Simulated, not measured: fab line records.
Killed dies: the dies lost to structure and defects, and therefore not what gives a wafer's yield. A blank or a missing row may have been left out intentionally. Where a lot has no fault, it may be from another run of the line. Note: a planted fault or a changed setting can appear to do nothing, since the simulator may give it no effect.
Problem report, 8D (eight disciplines) form, completed by code -- flow sfq_line -- the parts of the form that need people (team, actions taken, sign-off) are left out

## 1. WHAT IS WRONG
At SFQ_TRILAYER_I6_DEP_PECVD_165, run_length_s averages 134.1 s over 9 wafers from 3 lots, while fault-free wafers read 139.0 s, standard deviation 0.61. That is -8.1 standard deviations from the usual mean.
The step: deposits SiO2 from SiH4/N2O, time 111.11 s, target thk 500 nm.
Seen first at day 76 18:44 on pecvd-04, wafer L197.3. Wafers with a number at this step in the record: 45, from 15 lots. Rule for "out" (also "out of limits"): further than 4 standard deviations from the usual mean. The other wafers with a number count as sound.

## 2. WHAT IT IS AND WHAT IT IS NOT
question,is,is not
which readings at this step,run_length_s,"heater_power_w, throttle_valve_pct"
which lots,"L197, L198, L199","L184, L185, L186, L187, L188, L189, L192, L193, L201, L204, L206, L207"
which wafers of those lots,all that have a number,-
read on which tools,pecvd-04,"pecvd-01, pecvd-02"
when,from day 76 18:44,"up to then (24 sound wafers); but 12 sound wafers of L201, L204, L206, L207 came after"

## 3. WHAT RULES OUT EACH SUSPECT
Counting: any tool at a process step up to the reading is kept as a suspect provided that every lot that is out went through it and no sound lot did after the first of them.
- pecvd-04 at SFQ_TRILAYER_I6_DEP_PECVD_165 (deposits SiO2 from SiH4/N2O, time 111.11 s, target thk 500 nm): ruled out as a lasting fault. The sound lots L207 went through it after L197, its earliest lot that is out (day 76 18:44).
Left after counting: nothing in the record.

## 4. THE CAUSE (what the simulator had put in)
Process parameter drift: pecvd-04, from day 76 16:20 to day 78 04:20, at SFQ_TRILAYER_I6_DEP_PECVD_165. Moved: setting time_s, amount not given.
Counting ruled it out, wrongly.

## 5. SEQUENCE OF EFFECTS, ordered by route
Each row: a reading whose mean over the struck wafers that have a number lies more than 3 standard deviations from the usual. Scope: only readings with a usual standard deviation given in the record; hours: median across lots of the time from each lot's start at the first step in this table that gives one to its start at this step; sigmas: change in usual standard deviations.
hours,step,reading,usual,on struck wafers,change,sigmas
0,SFQ_TRILAYER_I6_DEP_PECVD_165,run_length_s,139.0 s,134.1,-4.9,-8.1
The process steps in it:
- SFQ_TRILAYER_I6_DEP_PECVD_165: deposits SiO2 from SiH4/N2O, time 111.11 s, target thk 500 nm.

## 6. WHAT WOULD HAVE CAUGHT IT SOONER
2 hours passed between the start of the fault at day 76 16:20 and the first reading out of limits in this record, taken at day 76 18:44.
